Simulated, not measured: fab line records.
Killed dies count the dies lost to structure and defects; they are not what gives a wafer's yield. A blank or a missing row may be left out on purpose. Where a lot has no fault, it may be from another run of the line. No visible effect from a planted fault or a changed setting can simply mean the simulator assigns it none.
Which of the tools did it? / flow gf180mcu / 11 lots with 33 wafers sampled at 4 steps, on a route of 602 steps

## WHAT EACH GAUGE READ, for each wafer
GF_MIM_RS_MEAS_10: a four-point-probe measurement. Usual: MIM_ALCU_RS typically reads 0.1606 ohm/sq, with standard deviation 0.0016.
lot=L541; measured=day 25 05:37; on=filmMetro-04; MIM_ALCU_RS (ohm/sq)=0.1603 0.1609 0.1602; flag=
lot=L542; measured=day 25 20:17; on=filmMetro-01; MIM_ALCU_RS (ohm/sq)=0.1613 0.1598 0.1635; flag=
lot=L546; measured=day 26 14:58; on=filmMetro-01; MIM_ALCU_RS (ohm/sq)=0.1611 0.1612 0.1605; flag=
lot=L547; measured=day 27 03:17; on=filmMetro-04; MIM_ALCU_RS (ohm/sq)=0.1593 0.1584 0.1596; flag=
lot=L549; measured=day 27 20:20; on=filmMetro-01; MIM_ALCU_RS (ohm/sq)=0.1630 0.1619 0.1620; flag=
lot=L552; measured=day 28 07:20; on=filmMetro-01; MIM_ALCU_RS (ohm/sq)=0.1629 0.1645 0.1618; flag=
lot=L553; measured=day 29 00:32; on=filmMetro-04; MIM_ALCU_RS (ohm/sq)=0.1609 0.1623 0.1596; flag=
lot=L558; measured=day 29 23:49; on=filmMetro-02; MIM_ALCU_RS (ohm/sq)=0.1612 0.1572 0.1596; flag=
lot=L559; measured=day 30 13:21; on=filmMetro-01; MIM_ALCU_RS (ohm/sq)=0.1589 0.1592 0.1601; flag=
lot=L562; measured=day 30 23:07; on=filmMetro-02; MIM_ALCU_RS (ohm/sq)=0.1598 0.1597 0.1597; flag=
lot=L563; measured=day 31 01:17; on=filmMetro-01; MIM_ALCU_RS (ohm/sq)=0.1594 0.1598 0.1599; flag=

GF_PASSIVATION_THK_MEAS_01. Usual: PASSIVATION_CVD_00_THK typically reads 997 nm, with standard deviation 15.
lot=L541; measured=day 28 18:15; on=filmMetro-03; PASSIVATION_CVD_00_THK (nm)=994 1008 982; flag=
lot=L542; measured=day 29 06:46; on=filmMetro-03; PASSIVATION_CVD_00_THK (nm)=962 983 1004; flag=
lot=L546; measured=day 30 00:52; on=filmMetro-01; PASSIVATION_CVD_00_THK (nm)=995 994 1017; flag=
lot=L547; measured=day 30 13:52; on=filmMetro-03; PASSIVATION_CVD_00_THK (nm)=975 953 1000; flag=
lot=L549; measured=day 31 04:34; on=filmMetro-04; PASSIVATION_CVD_00_THK (nm)=998 1014 1018; flag=
lot=L552; measured=day 31 14:59; on=filmMetro-01; PASSIVATION_CVD_00_THK (nm)=1001 1050 995 1000 1050 995; flag=
lot=L553; measured=day 32 06:46; on=filmMetro-01; PASSIVATION_CVD_00_THK (nm)=1059 990 1000 1059 990 1000; flag=
lot=L558; measured=day 33 02:49; on=filmMetro-03; PASSIVATION_CVD_00_THK (nm)=962 1008 994; flag=
lot=L559; measured=day 33 13:25; on=filmMetro-03; PASSIVATION_CVD_00_THK (nm)=971 1004 1015; flag=
lot=L562; measured=day 33 23:46; on=filmMetro-03; PASSIVATION_CVD_00_THK (nm)=1001 990 1017; flag=
lot=L563; measured=day 34 00:15; on=filmMetro-01; PASSIVATION_CVD_00_THK (nm)=989 1017 1033; flag=

## WHICH TOOL RAN EACH LOT (tool, then ch and the chambers of the sampled wafers, then the start)
lot=L541; GF_V4_CVD_02=pecvd-01 ch 1,2, day 24 05:32; GF_PASSIVATION_CVD_00=pecvd-01 ch 0,2, day 28 18:10
lot=L542; GF_V4_CVD_02=pecvd-03 ch 0,1,2, day 24 19:59; GF_PASSIVATION_CVD_00=pecvd-01 ch 0,1,2, day 29 06:41
lot=L546; GF_V4_CVD_02=pecvd-01 ch 0,1, day 25 15:28; GF_PASSIVATION_CVD_00=pecvd-03 ch 0,1, day 30 00:47
lot=L547; GF_V4_CVD_02=pecvd-01 ch 1,2, day 26 05:34; GF_PASSIVATION_CVD_00=pecvd-01 ch 1,2, day 30 13:47
lot=L549; GF_V4_CVD_02=pecvd-02 ch 0,2, day 26 22:10; GF_PASSIVATION_CVD_00=pecvd-03 ch 1,2, day 31 04:28
lot=L552; GF_V4_CVD_02=pecvd-02 ch 0,1,2, day 27 09:36; GF_PASSIVATION_CVD_00=pecvd-01 ch 0,1,2, day 31 14:54
lot=L553; GF_V4_CVD_02=pecvd-02 ch 0,1,2, day 28 02:47; GF_PASSIVATION_CVD_00=pecvd-01 ch 0,2, day 32 06:41
lot=L558; GF_V4_CVD_02=pecvd-03 ch 0,1,2, day 29 02:38; GF_PASSIVATION_CVD_00=pecvd-04 ch 0,1,2, day 33 02:43
lot=L559; GF_V4_CVD_02=pecvd-02 ch 0,2, day 29 16:04; GF_PASSIVATION_CVD_00=pecvd-04 ch 1,2, day 33 13:19
lot=L562; GF_V4_CVD_02=pecvd-02 ch 0,1, day 30 03:10; GF_PASSIVATION_CVD_00=pecvd-04 ch 0,1, day 33 23:40
lot=L563; GF_V4_CVD_02=pecvd-02 ch 0,2, day 30 04:48; GF_PASSIVATION_CVD_00=pecvd-04 ch 0,1,2, day 34 00:10
- GF_V4_CVD_02: deposits SiO2 from TEOS, target thk 850 nm, time 94.851 s.
- GF_PASSIVATION_CVD_00: deposits SiO2 from TEOS, target thk 1000 nm, time 111.95 s.

## WHAT THE TOOLS THEMSELVES READ (means of the sampled wafers that have a number; where no wafer has one, the mark that the record gives instead)
GF_V4_CVD_02. Usual: heaterPowerOuterW 377 W, standard deviation 60; heaterPowerW 641 W, standard deviation 78; rfFwdPowerW 595.7 W, standard deviation 2.
lot=L541; tool=pecvd-01; heaterPowerOuterW (W)=414; heaterPowerW (W)=655; rfFwdPowerW (W)=595.2; flag=
lot=L542; tool=pecvd-03; heaterPowerOuterW (W)=343; heaterPowerW (W)=583; rfFwdPowerW (W)=594.6; flag=
lot=L546; tool=pecvd-01; heaterPowerOuterW (W)=438; heaterPowerW (W)=689; rfFwdPowerW (W)=597.3; flag=
lot=L547; tool=pecvd-01; heaterPowerOuterW (W)=402; heaterPowerW (W)=642; rfFwdPowerW (W)=595.4; flag=
lot=L549; tool=pecvd-02; heaterPowerOuterW (W)=371; heaterPowerW (W)=643; rfFwdPowerW (W)=595.4; flag=
lot=L552; tool=pecvd-02; heaterPowerOuterW (W)=381; heaterPowerW (W)=656; rfFwdPowerW (W)=594.8; flag=
lot=L553; tool=pecvd-02; heaterPowerOuterW (W)=371; heaterPowerW (W)=642; rfFwdPowerW (W)=595.6; flag=
lot=L558; tool=pecvd-03; heaterPowerOuterW (W)=314; heaterPowerW (W)=554; rfFwdPowerW (W)=595.8; flag=
lot=L559; tool=pecvd-02; heaterPowerOuterW (W)=386; heaterPowerW (W)=657; rfFwdPowerW (W)=593.4; flag=
lot=L562; tool=pecvd-02; heaterPowerOuterW (W)=330; heaterPowerW (W)=578; rfFwdPowerW (W)=597.1; flag=
lot=L563; tool=pecvd-02; heaterPowerOuterW (W)=366; heaterPowerW (W)=624; rfFwdPowerW (W)=593.8; flag=

GF_PASSIVATION_CVD_00. Usual: heaterPowerOuterW 389 W, standard deviation 86; heaterPowerW 659 W, standard deviation 120; rfFwdPowerW 597.2 W, standard deviation 2.3.
lot=L541; tool=pecvd-01; heaterPowerOuterW (W)=488; heaterPowerW (W)=774; rfFwdPowerW (W)=595.5; flag=
lot=L542; tool=pecvd-01; heaterPowerOuterW (W)=430; heaterPowerW (W)=694; rfFwdPowerW (W)=599.7; flag=
lot=L546; tool=pecvd-03; heaterPowerOuterW (W)=353; heaterPowerW (W)=614; rfFwdPowerW (W)=593.5; flag=
lot=L547; tool=pecvd-01; heaterPowerOuterW (W)=427; heaterPowerW (W)=682; rfFwdPowerW (W)=595.6; flag=
lot=L549; tool=pecvd-03; heaterPowerOuterW (W)=308; heaterPowerW (W)=537; rfFwdPowerW (W)=597.7; flag=
lot=L552; tool=pecvd-01; heaterPowerOuterW (W)=386; heaterPowerW (W)=618; rfFwdPowerW (W)=629.9; flag=OFF
lot=L553; tool=pecvd-01; heaterPowerOuterW (W)=424; heaterPowerW (W)=697; rfFwdPowerW (W)=629.6; flag=OFF
lot=L558; tool=pecvd-04; heaterPowerOuterW (W)=396; heaterPowerW (W)=710; rfFwdPowerW (W)=595.4; flag=
lot=L559; tool=pecvd-04; heaterPowerOuterW (W)=454; heaterPowerW (W)=757; rfFwdPowerW (W)=599.9; flag=
lot=L562; tool=pecvd-04; heaterPowerOuterW (W)=322; heaterPowerW (W)=583; rfFwdPowerW (W)=596.2; flag=
lot=L563; tool=pecvd-04; heaterPowerOuterW (W)=448; heaterPowerW (W)=764; rfFwdPowerW (W)=597.3; flag=

## THE ANSWER, worked out from the rows above alone
Rule: take the mean of a lot's wafers that have a number; if it is more than 3 standard deviations from the usual mean, the lot is off. A lot without any number at a reading at which 4 lots or more have one is off too. Where the step has rows for the other lots, those lots are counted as sound. After the gauges, taken in route order, come the tools' own readings; for these a lot's mean is taken, as printed above. At the first step where some lot is off, the reading lying furthest off is the one used; lots without a number count as furthest.
Off: L552, L553 (GF_PASSIVATION_CVD_00, rfFwdPowerW).
A tool fits if, at that step or a process step before it, it ran every lot that is off, and no sound lot after the first of them. One fits: GF_PASSIVATION_CVD_00 on pecvd-01. Its last sound lot is L547 (day 30 13:47), its first lot that is off L552 (day 31 14:54): a fault that began between those two fits.
The tool's own readings at GF_PASSIVATION_CVD_00 bear it out: on the lots that are off they differ by more than 5 times the standard deviation of the sound lots' means. rfFwdPowerW reads 629.8 W there against 596.8 W on the sound lots.

## WHAT THE SIMULATOR HAD INSERTED
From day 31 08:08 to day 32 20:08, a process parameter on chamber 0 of pecvd-01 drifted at GF_PASSIVATION_CVD_00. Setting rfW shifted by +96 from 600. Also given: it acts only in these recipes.
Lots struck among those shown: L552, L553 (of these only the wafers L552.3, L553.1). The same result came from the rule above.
